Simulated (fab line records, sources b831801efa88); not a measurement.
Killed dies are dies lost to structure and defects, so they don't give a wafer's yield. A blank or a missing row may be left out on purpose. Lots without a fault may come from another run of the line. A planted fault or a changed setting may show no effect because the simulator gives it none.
Which tool did it? | flow sky130 | 11 lots, 33 wafers sampled, at 4 steps of a route of 708

WHAT THE GAUGES READ, wafer by wafer
SKY_CAPM_THK_MEAS_04: measures by xrf.
lot  | measured     | on            | CAPM_TIN_THK (nm)
L862 | day 36 03:08 | film_metro-04 | 198.1 199.0 198.3
L864 | day 36 22:20 | film_metro-04 | 198.6 199.7 197.8
L865 | day 37 15:43 | film_metro-02 | 202.1 201.5 201.0
L869 | day 38 15:25 | film_metro-02 | 197.1 198.3 198.9
L870 | day 39 01:11 | film_metro-02 | 198.4 193.9 197.6
L871 | day 39 11:57 | film_metro-02 | 201.7 202.7 202.4
L873 | day 39 23:26 | film_metro-01 | 192.4 195.2 192.8
L881 | day 42 11:27 | film_metro-02 | 199.9 199.3 199.5
L882 | day 42 23:01 | film_metro-01 | 198.9 197.2 195.6
L884 | day 43 04:01 | film_metro-02 | 198.2 198.9 199.1
L883 | day 43 12:55 | film_metro-02 | 200.3 199.0 200.9

WHICH TOOL RAN EACH LOT (tool, then ch and the chambers of the sampled wafers, then the start)
lot  | SKY_METAL2_STRIP_20                  | SKY_VIA2_ETCH_14                   | SKY_VIA2_CMP_24
L862 | plasma_asher-03 ch 0,1, day 34 22:00 | rie_diel-03 ch 1,3, day 36 01:13   | cmp-01 ch 2,3, day 36 02:22
L864 | plasma_asher-04 ch 0,1, day 35 17:46 | rie_diel-03 ch 1,3, day 36 20:31   | cmp-01 ch 1,2, day 36 21:34
L865 | plasma_asher-02 ch 0,1, day 36 10:15 | rie_diel-04 ch 0,1,3, day 37 13:51 | cmp-01 ch 0,1,3, day 37 15:00
L869 | plasma_asher-03 ch 0,1, day 37 09:56 | rie_diel-04 ch 0,1,2, day 38 13:19 | cmp-01 ch 0,1,2, day 38 14:44
L870 | plasma_asher-04 ch 0,1, day 37 20:10 | rie_diel-02 ch 0,1,2, day 38 23:21 | cmp-01 ch 1,2,3, day 39 00:25
L871 | plasma_asher-03 ch 0,1, day 38 07:26 | rie_diel-03 ch 0,3, day 39 09:40   | cmp-01 ch 1,2,3, day 39 11:16
L873 | plasma_asher-03 ch 0,1, day 38 18:41 | rie_diel-02 ch 0,1,3, day 39 21:34 | cmp-01 ch 1,2, day 39 22:42
L881 | plasma_asher-02 ch 0,1, day 41 08:36 | rie_diel-03 ch 1,2, day 42 09:36   | cmp-02 ch 0,1, day 42 10:41
L882 | plasma_asher-04 ch 0,1, day 41 20:06 | rie_diel-04 ch 1,2,3, day 42 21:07 | cmp-01 ch 0,1,3, day 42 22:14
L884 | plasma_asher-02 ch 0,1, day 42 01:33 | rie_diel-02 ch 2,3, day 43 02:00   | cmp-01 ch 0,2,3, day 43 03:21
L883 | plasma_asher-02 ch 0,1, day 42 11:27 | rie_diel-02 ch 0,1,2, day 43 11:04 | cmp-01 ch 0,1, day 43 12:11
- SKY_METAL2_STRIP_20: strips in O2/N2.
- SKY_VIA2_ETCH_14: etches BARC in N2/H2, stops on SiO2, time 45.9 s, target depth 60 nm.
- SKY_VIA2_CMP_24: polishes, stops on SiO2, t overpolish 20 s, target thk 0 nm.

WHAT THE TOOLS THEMSELVES READ (means of the sampled wafers that have a number; where no wafer has one, the mark that the record gives instead)
SKY_METAL2_STRIP_20.
lot  | tool            | drypump_motor_current_A (A) | oes_product_au (a.u.) | strip_time_to_endpoint_s (s)
L862 | plasma_asher-03 | 6.05                        | 0.346                 | 2.728
L864 | plasma_asher-04 | 5.93                        | 0.345                 | 2.743
L865 | plasma_asher-02 | 5.82                        | 0.343                 | 2.707
L869 | plasma_asher-03 | 5.82                        | 0.346                 | 2.739
L870 | plasma_asher-04 | 5.90                        | 0.341                 | 2.682
L871 | plasma_asher-03 | 6.04                        | 0.343                 | 2.699
L873 | plasma_asher-03 | 6.04                        | 0.343                 | 2.693
L881 | plasma_asher-02 | 5.77                        | 0.347                 | 2.671
L882 | plasma_asher-04 | 5.93                        | 0.344                 | 2.669
L884 | plasma_asher-02 | 5.82                        | 0.348                 | 2.676
L883 | plasma_asher-02 | 5.84                        | 0.343                 | 2.690

SKY_VIA2_ETCH_14.
lot  | tool        | bias_w (W) | drypump_motor_current_A (A) | oes_product_au (a.u.) | throttle_valve_pct (%)
L862 | rie_diel-03 | 99.77      | 5.8                         | 0.847                 | 13.217
L864 | rie_diel-03 | 99.62      | 5.7                         | 0.855                 | 13.225
L865 | rie_diel-04 | 99.99      | 5.6                         | 0.859                 | 13.222
L869 | rie_diel-04 | 100.09     | 5.8                         | 0.853                 | 13.232
L870 | rie_diel-02 | 100.17     | 5.7                         | 0.854                 | 13.218
L871 | rie_diel-03 | 100.15     | 5.4                         | 0.858                 | 13.226
L873 | rie_diel-02 | 100.08     | 5.4                         | 0.853                 | 13.226
L881 | rie_diel-03 | 99.92      | 5.9                         | 0.858                 | 13.222
L882 | rie_diel-04 | 99.94      | 5.5                         | 0.855                 | 13.230
L884 | rie_diel-02 | 99.87      | 5.5                         | 0.850                 | 13.224
L883 | rie_diel-02 | 100.17     | 5.8                         | 0.849                 | 13.227

SKY_VIA2_CMP_24.
lot  | tool   | head_pressure_psi (psi) | motor_current_A (A) | overpolish_run_s (s) | time_to_endpoint_s (s)
L862 | cmp-01 | 3.495                   | 11.8                | 20.000               | 98
L864 | cmp-01 | 3.500                   | 11.9                | 20.005               | 97
L865 | cmp-01 | 3.498                   | 10.3                | 19.995               | 107
L869 | cmp-01 | 3.502                   | 10.9                | 20.000               | 109
L870 | cmp-01 | 3.506                   | 11.0                | 11.094               | 96
L871 | cmp-01 | 3.502                   | 11.0                | 11.078               | 95
L873 | cmp-01 | 3.501                   | 11.5                | 11.081               | 99
L881 | cmp-02 | 3.496                   | 10.8                | 20.003               | 100
L882 | cmp-01 | 3.501                   | 10.5                | 20.004               | 101
L884 | cmp-01 | 3.505                   | 10.6                | 19.996               | 97
L883 | cmp-01 | 3.498                   | 11.1                | 19.997               | 99

THE ANSWER, worked out from the rows above alone
Rule: what is usual is taken from the lots themselves. Put in order of their means at a reading, lots are off if they are a third of the lots or fewer, leave a main group of 4 or more, and stand apart from it by a gap of 3 or more times the standard deviation of the main group's means; of several such gaps the widest counts. A main group whose means are all the same, to the digits that the tables above print for the reading, isn't used. A lot without any number at a reading at which 4 lots or more have one is off too. The other lots that the step has rows for count as sound. The gauges are gone through in route order, then the tools' own readings, and for those a lot's mean is taken as printed above. The first step at which some lot is off is used, and at that step the reading that is off furthest; a lot without a number counts as furthest.
Off: L870, L871, L873, at SKY_VIA2_CMP_24 (overpolish_run_s). The main group: mean 20.000 s, standard deviation 0.0035.
A tool fits if, at that step or a process step before it, it ran every lot that is off, and no sound lot after the first of them. None of those tried fits.

WHAT THE SIMULATOR HAD PUT IN
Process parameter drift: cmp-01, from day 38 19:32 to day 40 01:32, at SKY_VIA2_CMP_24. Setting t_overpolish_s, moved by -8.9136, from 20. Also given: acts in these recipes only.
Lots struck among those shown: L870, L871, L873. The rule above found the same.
